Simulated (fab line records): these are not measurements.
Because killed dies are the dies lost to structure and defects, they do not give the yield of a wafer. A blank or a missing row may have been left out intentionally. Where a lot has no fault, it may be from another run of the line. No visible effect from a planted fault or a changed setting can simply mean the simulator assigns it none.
Problem report, 8D (eight disciplines) form, completed by code -- flow sky130 -- the parts of the form that need people (team, actions taken, sign-off) are left out

1. THE ISSUE
VIA3_HDPCVD_THK at SKY_VIA3_THK_MEAS_01 reads a mean of 1336 nm on 2 wafers of 1 lot; wafers without a fault read 1633 nm with a standard deviation of 14. That is -21 standard deviations from the usual mean.
First observed at day 42 08:52: wafer L437.2, on filmMetro-04. Wafers with a number at this step in the record: 33, from 11 lots. By rule, "out" or "out of limits" means more than 4 standard deviations away from the usual mean. Any other wafer with a number is counted as sound.

2. WHAT IT IS, WHAT IT ISN'T
question,is,is not
which readings at this step,VIA3_HDPCVD_THK,-
which lots,L437,"L424, L425, L426, L427, L430, L438, L440, L445, L446, L447"
which wafers of those lots,"L437.2, L437.3",L437.5
read on which gauges,filmMetro-04,"filmMetro-01, filmMetro-02"
when,from day 42 08:52,"up to then (16 sound wafers); but 15 sound wafers of L438, L440, L445, L446, L447 came after"

3. THE SUSPECTS, EACH WITH WHAT RULES IT OUT
Counting: any tool at a process step up to the reading remains a suspect provided it ran every lot that is out. Sound lots after the first of them don't rule it out here, since some wafers of a struck lot are sound.
- the gauge at SKY_VIA3_THK_MEAS_01: ruled out. All the wafers that are out were read on filmMetro-04, but those of them that SKY_VIA3_HDPCVD_00 has rows for are out there too, on other tools.
- cmp-02 at SKY_VIA2_CMP_24 (polishes, stops on SiO2, t overpolish 20 s, target thk 0 nm): kept. It processed L437, the lot that is out, at day 40 07:22, and its most recent sound lot before then was L430 at day 38 11:20.
- rieMetal-01 at SKY_METAL3_DESCUM_15 (chemistry O2, time 8 s): kept. It processed L437, the lot that is out, at day 42 07:46, and its most recent sound lot before then was L426 at day 39 05:44.
- hdpcvd-02 at SKY_VIA3_HDPCVD_00 (deposits SiO2, target thk 1635 nm, time 272.5 s): kept. It processed L437, the lot that is out, at day 42 08:42, and its most recent sound lot before then was L427 at day 39 19:11. Out on those wafers are its own readings of runLengthS.
- At SKY_METAL3_DESCUM_15 on rieMetal-01, chamber 1 took the sound wafers of the same lots and chamber 0 took the wafers that are out.
Left after counting: cmp-02 at SKY_VIA2_CMP_24, rieMetal-01 at SKY_METAL3_DESCUM_15, hdpcvd-02 at SKY_VIA3_HDPCVD_00.

4. THE CAUSE (what the simulator had put in)
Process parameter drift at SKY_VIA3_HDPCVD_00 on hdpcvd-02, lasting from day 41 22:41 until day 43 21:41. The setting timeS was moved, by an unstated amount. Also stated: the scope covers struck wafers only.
After counting, 3 suspects remain, this tool included.

5. THE EFFECT CHAIN, in route order
Rows list readings where the struck wafers' mean (over those with a number) sits beyond 3 standard deviations from the usual. Readings are gone through only where the record gives a usual standard deviation; hours: the median, over the lots, of the time from a lot's start at the first step in this table giving one to that lot's start at this step; sigmas: the change measured in usual standard deviations.
hours,step,reading,usual,on struck wafers,change,sigmas
0,SKY_VIA3_HDPCVD_00,runLengthS,299.8 s,252.9,-46.9,-99 or more
0,SKY_VIA3_THK_MEAS_01,VIA3_HDPCVD_THK,1633 nm,1336,-298,-21
Process steps it contains:
- SKY_VIA3_HDPCVD_00: deposits SiO2, target thk 1635 nm, time 272.5 s.
At these later measuring or inspecting steps, every struck wafer for which the step has a row has a number for every such reading, and none has moved that far: SKY_VIA3_CD_MEAS_12.

6. WHAT WOULD HAVE CAUGHT IT SOONER
In this record the first reading out of limits at a measuring or inspecting step was taken at day 42 08:52, 10 hours after the fault began at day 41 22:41.
At SKY_VIA3_HDPCVD_00, the tool's own readings (runLengthS) were out on each struck wafer the step has a row for, so an alarm limit on them would have fired on the first such wafer.
By day 42 08:52, every lot that is out (1) had started SKY_VIA3_HDPCVD_00 on hdpcvd-02. Tool hold at that time: it would have spared none of them.
